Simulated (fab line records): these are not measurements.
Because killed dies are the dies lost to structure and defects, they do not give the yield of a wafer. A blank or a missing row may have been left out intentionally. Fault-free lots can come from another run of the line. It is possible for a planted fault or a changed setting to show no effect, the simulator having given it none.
What tool caused it?    flow sky130    24 lots, 72 wafers sampled, at 5 steps of a route of 708

## WHAT THE GAUGES READ, wafer by wafer
SKY_CONTACT_RS_MEAS_25: uses a four-point probe to measure. Usual: CONTACT_W_RS gives 0.337 ohm/sq (standard deviation 0.005).
lot   measured      on            CONTACT_W_RS (ohm/sq)  flag
L075  day 33 07:39  filmMetro-03  0.340 0.336 0.330      
L078  day 33 08:45  filmMetro-01  0.335 0.342 0.334      
L076  day 33 14:50  filmMetro-04  0.336 0.341 0.340      
L074  day 33 15:00  filmMetro-01  0.330 0.329 0.333      
L077  day 33 17:28  filmMetro-04  0.337 0.345 0.337      
L080  day 34 01:43  filmMetro-01  0.351 0.340 0.351      
L079  day 34 02:45  filmMetro-04  0.332 0.339 0.334      
L081  day 34 06:39  filmMetro-03  0.327 0.339 0.332      
L082  day 34 17:28  filmMetro-03  0.333 0.338 0.325      
L083  day 35 03:03  filmMetro-01  0.336 0.340 0.346      
L084  day 35 10:40  filmMetro-03  0.337 0.335 0.339      
L085  day 35 11:45  filmMetro-01  0.331 0.333 0.334      
L086  day 35 22:52  filmMetro-03  0.342 0.335 0.338      
L087  day 36 04:03  filmMetro-03  0.329 0.336 0.332      
L088  day 36 09:06  filmMetro-03  0.338 0.341 0.346      
L089  day 36 17:33  filmMetro-04  0.333 0.337 0.337      
L090  day 37 04:04  filmMetro-03  0.336 0.346 0.341      
L091  day 37 09:01  filmMetro-03  0.342 0.339 0.342      
L092  day 37 15:46  filmMetro-03  0.339 0.338 0.337      
L093  day 37 22:56  filmMetro-04  0.343 0.337 0.344      
L094  day 38 11:52  filmMetro-01  0.345 0.343 0.345      
L095  day 38 16:30  filmMetro-01  0.340 0.344 0.334      
L096  day 38 18:14  filmMetro-03  0.335 0.338 0.337      
L097  day 39 03:10  filmMetro-03  0.339 0.337 0.332      

## WHICH TOOL RAN EACH LOT (tool, then ch and the chambers of the sampled wafers, then the start)
lot   SKY_SD_N_RTA_14                  SKY_LI_CONTACT_ETCH_14             SKY_LI_CONTACT_CMP_24          SKY_CONTACT_CVD_24
L075  rtpAnneal-01 ch 0, day 29 16:28  rieDiel-03 ch 0,1,3, day 30 22:15  cmp-02 ch 0,1,2, day 30 23:14  cvdW-01 ch 0,1, day 33 07:32
L078  rtpAnneal-02 ch 0, day 29 17:25  rieDiel-02 ch 1,2,3, day 30 23:19  cmp-02 ch 1,2,3, day 31 00:14  cvdW-01 ch 0,1, day 33 08:38
L076  rtpAnneal-02 ch 0, day 29 22:16  rieDiel-03 ch 0,3, day 31 04:03    cmp-02 ch 2,3, day 31 04:59    cvdW-01 ch 0,1, day 33 14:44
L074  rtpAnneal-01 ch 0, day 29 22:40  rieDiel-04 ch 1,2,3, day 31 04:40  cmp-02 ch 2,3, day 31 05:32    cvdW-02 ch 1, day 33 14:53
L077  rtpAnneal-02 ch 0, day 30 03:19  rieDiel-02 ch 0,2,3, day 31 08:28  cmp-02 ch 0,2,3, day 31 09:22  cvdW-01 ch 0,1, day 33 17:21
L080  rtpAnneal-01 ch 0, day 30 11:56  rieDiel-03 ch 0,3, day 31 16:49    cmp-01 ch 1,2, day 31 17:46    cvdW-01 ch 0,1, day 34 01:37
L079  rtpAnneal-02 ch 0, day 30 12:23  rieDiel-04 ch 0,1,2, day 31 17:16  cmp-01 ch 0,1, day 31 18:19    cvdW-02 ch 0,1, day 34 02:37
L081  rtpAnneal-01 ch 0, day 30 16:23  rieDiel-03 ch 0,1, day 31 21:30    cmp-02 ch 0,2,3, day 31 22:29  cvdW-02 ch 0,1, day 34 06:31
L082  rtpAnneal-02 ch 0, day 31 02:51  rieDiel-03 ch 0,1,2, day 32 06:33  cmp-02 ch 0,1,3, day 32 07:33  cvdW-02 ch 0,1, day 34 17:21
L083  rtpAnneal-01 ch 0, day 31 14:38  rieDiel-03 ch 2,3, day 32 18:10    cmp-02 ch 2,3, day 32 19:02    cvdW-01 ch 0,1, day 35 02:56
L084  rtpAnneal-02 ch 0, day 31 22:01  rieDiel-03 ch 0,1,3, day 33 01:47  cmp-02 ch 1,2,3, day 33 02:56  cvdW-01 ch 0,1, day 35 10:33
L085  rtpAnneal-01 ch 0, day 31 23:13  rieDiel-02 ch 0,2,3, day 33 03:13  cmp-02 ch 0,2, day 33 04:18    cvdW-02 ch 0,1, day 35 11:38
L086  rtpAnneal-02 ch 0, day 32 09:34  rieDiel-02 ch 0,1, day 33 13:49    cmp-01 ch 0,2,3, day 33 14:44  cvdW-01 ch 0,1, day 35 22:45
L087  rtpAnneal-01 ch 0, day 32 15:47  rieDiel-03 ch 0,1,2, day 33 18:36  cmp-01 ch 0,1,3, day 33 19:31  cvdW-02 ch 0,1, day 36 03:56
L088  rtpAnneal-02 ch 0, day 32 20:07  rieDiel-02 ch 0,2, day 33 23:44    cmp-02 ch 0,2,3, day 34 00:43  cvdW-01 ch 0,1, day 36 08:58
L089  rtpAnneal-01 ch 0, day 33 06:19  rieDiel-02 ch 0,1,2, day 34 10:02  cmp-01 ch 1,2,3, day 34 10:57  cvdW-02 ch 0,1, day 36 17:26
L090  rtpAnneal-02 ch 0, day 33 16:31  rieDiel-03 ch 0,3, day 34 19:54    cmp-02 ch 1,2,3, day 34 20:54  cvdW-01 ch 0,1, day 37 03:57
L091  rtpAnneal-01 ch 0, day 33 20:37  rieDiel-03 ch 0,2,3, day 35 00:33  cmp-01 ch 0,2,3, day 35 01:27  cvdW-01 ch 0,1, day 37 08:54
L092  rtpAnneal-02 ch 0, day 34 04:55  rieDiel-03 ch 1,2,3, day 35 09:01  cmp-01 ch 1,2,3, day 35 09:56  cvdW-02 ch 0, day 37 15:40
L093  rtpAnneal-01 ch 0, day 34 12:04  rieDiel-03 ch 1,2,3, day 35 15:50  cmp-01 ch 0,1,3, day 35 16:50  cvdW-01 ch 0,1, day 37 22:49
L094  rtpAnneal-02 ch 0, day 35 00:37  rieDiel-04 ch 0,2,3, day 36 03:52  cmp-01 ch 0,1,2, day 36 04:46  cvdW-01 ch 0,1, day 38 11:44
L095  rtpAnneal-01 ch 0, day 35 06:17  rieDiel-04 ch 0,2,3, day 36 09:18  cmp-02 ch 0,2,3, day 36 10:17  cvdW-01 ch 0,1, day 38 16:22
L096  rtpAnneal-02 ch 0, day 35 07:58  rieDiel-04 ch 0,1,2, day 36 11:03  cmp-02 ch 0,1,3, day 36 11:56  cvdW-01 ch 0,1, day 38 18:07
L097  rtpAnneal-01 ch 0, day 35 16:29  rieDiel-02 ch 1,2,3, day 36 20:09  cmp-02 ch 0,1,3, day 36 21:02  cvdW-01 ch 0,1, day 39 03:02
- SKY_SD_N_RTA_14: time 2 s.
- SKY_LI_CONTACT_ETCH_14: etches BARC in N2/H2, stops on SiO2, time 45.9 s, target depth 60 nm.
- SKY_LI_CONTACT_CMP_24: polishes, stops on PSG, t overpolish 20 s, target thk 0 nm.
- SKY_CONTACT_CVD_24: deposits W, target thk 340 nm, time 102.12 s.

## AS READ BY THE TOOLS THEMSELVES (means over the sampled wafers that have a number; for cases with no such wafer, the mark the record gives instead)
SKY_SD_N_RTA_14. Usual: lampPowerPct 15.74 %, standard deviation 0.055; wafer_temp_C_max 1078.2, standard deviation 1.4.
lot   tool          lampPowerPct (%)  wafer_temp_C_max  flag
L075  rtpAnneal-01  15.75             1080.6            
L078  rtpAnneal-02  15.76             1077.2            
L076  rtpAnneal-02  15.77             1077.5            
L074  rtpAnneal-01  15.75             1078.0            
L077  rtpAnneal-02  15.75             1076.4            
L080  rtpAnneal-01  15.73             1079.6            
L079  rtpAnneal-02  15.71             1077.9            
L081  rtpAnneal-01  15.75             1078.4            
L082  rtpAnneal-02  15.73             1077.7            
L083  rtpAnneal-01  15.72             1078.4            
L084  rtpAnneal-02  15.80             1077.6            
L085  rtpAnneal-01  15.75             1078.2            
L086  rtpAnneal-02  15.69             1077.3            
L087  rtpAnneal-01  15.78             1078.4            
L088  rtpAnneal-02  15.70             1077.2            
L089  rtpAnneal-01  15.75             1077.8            
L090  rtpAnneal-02  15.69             1079.7            
L091  rtpAnneal-01  15.70             1079.7            
L092  rtpAnneal-02  15.73             1079.8            
L093  rtpAnneal-01  15.71             1077.7            
L094  rtpAnneal-02  15.74             1078.4            
L095  rtpAnneal-01  15.74             1079.5            
L096  rtpAnneal-02  15.74             1076.9            
L097  rtpAnneal-01  15.77             1077.5            

SKY_LI_CONTACT_ETCH_14. Usual: biasW 97.6 W, standard deviation 0.31; drypumpMotorCurrentA 6.0 A, standard deviation 0.36; oesProductAu 0.854 a.u., standard deviation 0.0043; throttleValvePct 13.225 %, standard deviation 0.0088.
lot   tool        biasW (W)  drypumpMotorCurrentA (A)  oesProductAu (a.u.)  throttleValvePct (%)  flag
L075  rieDiel-03  97.6       6.1                       0.852                13.235                
L078  rieDiel-02  97.7       5.9                       0.857                13.234                
L076  rieDiel-03  97.8       6.2                       0.855                13.228                
L074  rieDiel-04  97.4       5.9                       0.857                13.235                
L077  rieDiel-02  97.5       5.6                       0.855                13.216                
L080  rieDiel-03  97.5       6.3                       0.856                13.224                
L079  rieDiel-04  97.2       5.7                       0.853                13.230                
L081  rieDiel-03  97.8       6.0                       0.852                13.227                
L082  rieDiel-03  97.7       6.2                       0.859                13.224                
L083  rieDiel-03  97.6       6.4                       0.849                13.230                
L084  rieDiel-03  97.4       6.2                       0.855                13.228                
L085  rieDiel-02  97.4       5.6                       0.854                13.234                
L086  rieDiel-02  97.2       6.3                       0.854                13.227                
L087  rieDiel-03  97.1       6.2                       0.850                13.225                
L088  rieDiel-02  97.8       5.6                       0.854                13.220                
L089  rieDiel-02  97.6       5.9                       0.857                13.218                
L090  rieDiel-03  97.9       6.2                       0.856                13.226                
L091  rieDiel-03  97.6       6.3                       0.858                13.228                
L092  rieDiel-03  97.3       6.2                       0.856                13.224                
L093  rieDiel-03  97.4       6.2                       0.851                13.223                
L094  rieDiel-04  98.0       5.9                       0.856                13.222                
L095  rieDiel-04  97.6       5.9                       0.850                13.228                
L096  rieDiel-04  97.6       5.7                       0.855                13.229                
L097  rieDiel-02  97.3       5.8                       0.856                13.227                

SKY_LI_CONTACT_CMP_24. Usual: edgeZonePressureFrac 1.001, standard deviation 0.0048; motorCurrentA 11.0 A, standard deviation 0.77; overpolishRunS 19.999 s, standard deviation 0.0087; retainingRingPressureFrac 1.000, standard deviation 0.0046; timeToEndpointS 97 s, standard deviation 3.6.
lot   tool    edgeZonePressureFrac  motorCurrentA (A)  overpolishRunS (s)  retainingRingPressureFrac  timeToEndpointS (s)  flag
L075  cmp-02  1.004                 11.1               19.999              0.995                      99                   
L078  cmp-02  0.999                 11.3               19.997              1.002                      95                   
L076  cmp-02  1.001                 10.6               20.005              1.005                      99                   
L074  cmp-02  0.998                 11.2               19.992              1.003                      99                   
L077  cmp-02  0.997                 11.2               20.004              1.003                      101                  
L080  cmp-01  1.001                 11.1               19.993              0.996                      98                   
L079  cmp-01  1.005                 10.7               20.001              0.999                      101                  
L081  cmp-02  1.001                 11.1               20.006              0.997                      97                   
L082  cmp-02  1.004                 11.5               19.994              0.999                      95                   
L083  cmp-02  0.996                 11.0               20.000              0.996                      95                   
L084  cmp-02  1.002                 10.6               19.995              0.997                      98                   
L085  cmp-02  0.999                 10.5               19.996              0.998                      99                   
L086  cmp-01  1.000                 11.0               19.998              0.998                      93                   
L087  cmp-01  1.000                 10.3               20.002              0.998                      98                   
L088  cmp-02  1.003                 11.1               20.000              1.001                      96                   
L089  cmp-01  1.002                 10.7               19.997              1.002                      99                   
L090  cmp-02  0.999                 11.2               20.002              0.998                      93                   
L091  cmp-01  1.005                 10.9               20.001              1.000                      100                  
L092  cmp-01  1.004                 10.6               20.000              1.000                      100                  
L093  cmp-01  1.000                 10.3               20.004              1.000                      99                   
L094  cmp-01  0.998                 11.2               19.993              0.994                      100                  
L095  cmp-02  1.004                 11.3               20.002              1.004                      98                   
L096  cmp-02  1.004                 11.5               20.001              0.998                      98                   
L097  cmp-02  0.998                 11.5               20.005              1.002                      96                   

SKY_CONTACT_CVD_24. Usual: heaterPowerOuterW 514 W, standard deviation 43; heaterPowerW 847 W, standard deviation 38.
lot   tool     heaterPowerOuterW (W)  heaterPowerW (W)  flag
L075  cvdW-01  498                    832               
L078  cvdW-01  537                    858               
L076  cvdW-01  501                    828               
L074  cvdW-02  466                    799               
L077  cvdW-01  526                    854               
L080  cvdW-01  508                    847               
L079  cvdW-02  492                    818               
L081  cvdW-02  486                    832               
L082  cvdW-02  494                    833               
L083  cvdW-01  537                    848               
L084  cvdW-01  500                    827               
L085  cvdW-02  522                    868               
L086  cvdW-01  531                    868               
L087  cvdW-02  500                    838               
L088  cvdW-01  528                    854               
L089  cvdW-02  523                    857               
L090  cvdW-01  502                    855               
L091  cvdW-01  511                    827               
L092  cvdW-02  545                    891               
L093  cvdW-01  503                    848               
L094  cvdW-01  508                    839               
L095  cvdW-01  511                    836               
L096  cvdW-01  541                    856               
L097  cvdW-01  500                    834               

## THE ANSWER, worked out from the rows above alone
Rule: a lot counts as off when the mean over its wafers that have a number is more than 3 standard deviations away from the usual mean. Also off: a lot with no number at a reading for which 4 or more lots have one. Where the step has rows for the other lots, those lots are counted as sound. Order of review: gauges by route order, followed by the tools' own readings, for which a lot's mean as printed above is used. At the first step where some lot is off, the reading lying furthest off is the one used; lots without a number count as furthest.
None of the lots is off at any reading shown; this tells nothing.

## WHAT THE SIMULATOR HAD PUT IN
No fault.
